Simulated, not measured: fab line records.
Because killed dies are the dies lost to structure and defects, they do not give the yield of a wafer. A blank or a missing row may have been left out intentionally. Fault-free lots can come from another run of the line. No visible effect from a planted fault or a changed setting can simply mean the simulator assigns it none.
Which of the tools did it? :: flow sky130 :: 11 lots, 33 wafers sampled, at 4 steps of a route of 708

WHAT THE GAUGES SHOWED, per wafer
SKY_GATE_OXIDE_THK_MEAS_02.
lot: L331
measured: day 12 22:15
on: filmMetro-02
GATE_OXIDE_OXIDATION_00_THK (nm): 10.03 10.11 10.17

lot: L332
measured: day 13 02:26
on: filmMetro-02
GATE_OXIDE_OXIDATION_00_THK (nm): 10.17 10.24 10.25

lot: L337
measured: day 14 19:46
on: filmMetro-01
GATE_OXIDE_OXIDATION_00_THK (nm): 9.87 10.17 9.75

lot: L338
measured: day 15 18:03
on: filmMetro-01
GATE_OXIDE_OXIDATION_00_THK (nm): 10.40 10.29 10.16

lot: L339
measured: day 16 02:24
on: filmMetro-04
GATE_OXIDE_OXIDATION_00_THK (nm): 10.33 10.23 10.36

lot: L341
measured: day 16 12:14
on: filmMetro-01
GATE_OXIDE_OXIDATION_00_THK (nm): 5.79 5.64 5.75 5.75 5.64 5.73

lot: L342
measured: day 17 02:05
on: filmMetro-04
GATE_OXIDE_OXIDATION_00_THK (nm): 5.84 5.78 5.88 5.80 5.80 5.91

lot: L343
measured: day 17 11:49
on: filmMetro-01
GATE_OXIDE_OXIDATION_00_THK (nm): 5.38 5.49 5.44 5.38 5.38 5.51

lot: L350
measured: day 19 13:40
on: filmMetro-04
GATE_OXIDE_OXIDATION_00_THK (nm): 10.21 10.32 10.10

lot: L353
measured: day 20 13:17
on: filmMetro-02
GATE_OXIDE_OXIDATION_00_THK (nm): 10.08 10.24 10.35

lot: L354
measured: day 20 18:03
on: filmMetro-01
GATE_OXIDE_OXIDATION_00_THK (nm): 10.19 10.36 10.15

WHICH TOOL RAN EACH LOT (tool, then ch and the chambers of the sampled wafers, then the start)
lot: L331
SKY_VT_ADJUST_NCORE_STRIP_10: plasmaAsher-04 ch 0,1, day 8 17:43
SKY_SONOS_ONO_ETCH_15: rieDiel-03 ch 0,1,3, day 12 19:26
SKY_GATE_OXIDE_OXIDATION_01: furnace-02 ch 0, day 12 20:50

lot: L332
SKY_VT_ADJUST_NCORE_STRIP_10: plasmaAsher-03 ch 0,1, day 8 21:01
SKY_SONOS_ONO_ETCH_15: rieDiel-03 ch 0,1,2, day 12 22:44
SKY_GATE_OXIDE_OXIDATION_01: furnace-01 ch 0, day 13 01:01

lot: L337
SKY_VT_ADJUST_NCORE_STRIP_10: plasmaAsher-02 ch 0,1, day 10 08:08
SKY_SONOS_ONO_ETCH_15: rieDiel-04 ch 0,3, day 14 17:25
SKY_GATE_OXIDE_OXIDATION_01: furnace-01 ch 0, day 14 18:20

lot: L338
SKY_VT_ADJUST_NCORE_STRIP_10: plasmaAsher-04 ch 0,1, day 10 22:11
SKY_SONOS_ONO_ETCH_15: rieDiel-03 ch 0,1,3, day 15 10:01
SKY_GATE_OXIDE_OXIDATION_01: furnace-01 ch 0, day 15 16:38

lot: L339
SKY_VT_ADJUST_NCORE_STRIP_10: plasmaAsher-04 ch 0,1, day 11 04:55
SKY_SONOS_ONO_ETCH_15: rieDiel-03 ch 0,1,3, day 15 17:41
SKY_GATE_OXIDE_OXIDATION_01: furnace-01 ch 0, day 16 00:59

lot: L341
SKY_VT_ADJUST_NCORE_STRIP_10: plasmaAsher-03 ch 0,1, day 11 15:25
SKY_SONOS_ONO_ETCH_15: rieDiel-04 ch 0,1,3, day 16 06:59
SKY_GATE_OXIDE_OXIDATION_01: furnace-01 ch 0, day 16 10:50

lot: L342
SKY_VT_ADJUST_NCORE_STRIP_10: plasmaAsher-04 ch 0,1, day 11 23:40
SKY_SONOS_ONO_ETCH_15: rieDiel-03 ch 0,1,3, day 16 15:28
SKY_GATE_OXIDE_OXIDATION_01: furnace-01 ch 0, day 17 00:41

lot: L343
SKY_VT_ADJUST_NCORE_STRIP_10: plasmaAsher-03 ch 0,1, day 12 06:55
SKY_SONOS_ONO_ETCH_15: rieDiel-04 ch 1,3, day 17 03:05
SKY_GATE_OXIDE_OXIDATION_01: furnace-01 ch 0, day 17 10:24

lot: L350
SKY_VT_ADJUST_NCORE_STRIP_10: plasmaAsher-03 ch 0,1, day 14 09:23
SKY_SONOS_ONO_ETCH_15: rieDiel-04 ch 0,3, day 19 11:55
SKY_GATE_OXIDE_OXIDATION_01: furnace-02 ch 0, day 19 12:15

lot: L353
SKY_VT_ADJUST_NCORE_STRIP_10: plasmaAsher-03 ch 0, day 15 06:52
SKY_SONOS_ONO_ETCH_15: rieDiel-03 ch 0,2,3, day 20 10:16
SKY_GATE_OXIDE_OXIDATION_01: furnace-02 ch 0, day 20 11:52

lot: L354
SKY_VT_ADJUST_NCORE_STRIP_10: plasmaAsher-02 ch 0,1, day 15 14:49
SKY_SONOS_ONO_ETCH_15: rieDiel-02 ch 0,1,2, day 20 16:16
SKY_GATE_OXIDE_OXIDATION_01: furnace-02 ch 0, day 20 16:38
- SKY_VT_ADJUST_NCORE_STRIP_10: strips in O2/N2.
- SKY_SONOS_ONO_ETCH_15: etches the open film in CHF3/O2, target depth 19.52 nm, time 7.8 s.
- SKY_GATE_OXIDE_OXIDATION_01: stabilise 600 s, purge 300 s, target thk 10.268 nm.

THE ANSWER, worked out from the rows above alone
Rule: what is usual is taken from the lots themselves. Put in order of their means at a reading, lots are off if they are a third of the lots or fewer, leave a main group of 4 or more, and stand apart from it by a gap of 3 or more times the standard deviation of the main group's means; of several such gaps the widest counts. If all means in a main group match to the digits the tables above print for the reading, that group is not used. A lot without any number at a reading at which 4 lots or more have one is off too. Where the step has rows for the other lots, those lots are counted as sound.
Off: L341, L342, L343, at SKY_GATE_OXIDE_THK_MEAS_02 (GATE_OXIDE_OXIDATION_00_THK). The main group has a mean of 10.19 nm with a standard deviation of 0.11.
If a tool, at a process step before that reading, ran all the lots that are off and no sound lot after the first of them, it fits. Those tools and the gauges at SKY_GATE_OXIDE_THK_MEAS_02 are tried in the same way. One candidate fits, namely furnace-01 at SKY_GATE_OXIDE_OXIDATION_01. Its last sound lot is L339 (day 16 00:59), its first lot that is off L341 (day 16 10:50): a fault that began between those two fits.

WHAT THE SIMULATOR HAD INSERTED
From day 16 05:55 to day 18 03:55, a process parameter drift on furnace-01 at SKY_GATE_OXIDE_OXIDATION_01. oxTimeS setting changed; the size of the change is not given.
Shown lots that were struck: L341, L342, L343. The rule above found the same.
